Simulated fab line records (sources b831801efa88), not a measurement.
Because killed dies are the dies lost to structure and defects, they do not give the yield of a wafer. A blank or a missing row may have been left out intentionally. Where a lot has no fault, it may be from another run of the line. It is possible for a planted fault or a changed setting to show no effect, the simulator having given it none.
A lot that was struck, set against a sound lot + flow sky130 + 15 out of 708 route steps
Sound: these wafers, L962.1, L962.4, L962.6. Wafers L967.4, L967.5, L967.6 were the ones struck. The cause is named last.
Order at every step that has rows: each side's tool, ch and its chambers, its first start. Under that, the readings that differ: sound wafers + struck wafers + difference of the means + sigmas: that difference in standard deviations of wafers without a fault.
alike: a reading whose means differ by less than 2 such deviations, as well as words and numbers matching on both sides. not compared: withheld readings; readings where some wafer has no value; bounds like >300 that might hide an equal value; numbers whose values overlap and for which the record gives no deviation.
A row with sigmas, a row that says differs or no value, or rows on one side alone: a step with any of these is where the two part. Non-overlapping numbers with no deviation appear without sigmas and do not part them. A reading that every wafer of one side lacks parts them only if that side has two wafers or more.

first, 7 steps without rows for these wafers: SKY_VT_ADJUST_NCORE_DEHYDRATE_00 (time 60 s); SKY_VT_ADJUST_NCORE_HMDS_01 (prime time 60 s); SKY_VT_ADJUST_NCORE_COAT_02 (resist thk 1140 nm); SKY_VT_ADJUST_NCORE_SOFTBAKE_03 (time 60 s); SKY_VT_ADJUST_NCORE_EXPOSE_04 (exposes mask LVTN COMPLEMENT THIN, target cd 380 nm); SKY_VT_ADJUST_NCORE_PEB_05; SKY_VT_ADJUST_NCORE_DEVELOP_06 (develop time 60 s).
SKY_VT_ADJUST_NCORE_CD_MEAS_07: the cd target is 380 nm.
  sound: cd-sem-02 at day 10 18:33; struck: cd-sem-02 at day 12 10:25
  alike: cd-nm
SKY_VT_ADJUST_NCORE_OVL_MEAS_08:
  sound: overlay-01 at day 10 18:40; struck: overlay-01 at day 12 10:29
  alike: VT_ADJUST_NCORE_OVL
after that, 1 step had no rows for these wafers: SKY_VT_ADJUST_NCORE_IMPLANT_09.
SKY_VT_ADJUST_NCORE_STRIP_10: strips in O2/N2.
  sound on plasma-asher-02 ch 0,1, day 10 18:52; struck on plasma-asher-04 ch 0,1, day 12 10:41
  alike: drypump-motor-current-A, oes-product-au, strip-time-to-endpoint-s
  not compared: rf-hours-counter-h
SKY_VT_ADJUST_NCORE_TW_MEAS_11:
  sound: film-metro-01 at day 10 18:57; struck: film-metro-04 at day 12 10:47
  alike: VT_ADJUST_NCORE_TW
SKY_VT_ADJUST_HVTR_DEHYDRATE_00: time 60 s.
  sound on litho-track-02 ch 0, day 11 05:48; struck on litho-track-04 ch 0, day 12 22:01
| reading                  | sound                | struck               | difference | sigmas      |
|--------------------------|----------------------|----------------------|------------|-------------|
| heater-power-total-W (W) | 160.52 160.17 160.61 | 177.14 176.77 176.91 | +16.51     | +99 or more |
| run-length-s (s)         | 89.26 89.22 89.20    | 73.44 73.42 73.34    | -15.83     | -99 or more |
then, 1 step without rows for these wafers: SKY_VT_ADJUST_HVTR_HMDS_01 (prime time 60 s).
SKY_PAD_OPEN_PROBE_99:
  sound wafers here have rows in the record (prober-01, day 48 00:02); struck ones have none

== WHERE THEY PART ==
At SKY_VT_ADJUST_HVTR_DEHYDRATE_00 first; at SKY_PAD_OPEN_PROBE_99 last (within this record only).

WHY: whatever the simulator had introduced
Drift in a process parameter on litho-track-04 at SKY_VT_ADJUST_HVTR_DEHYDRATE_00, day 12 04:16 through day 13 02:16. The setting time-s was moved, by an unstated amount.
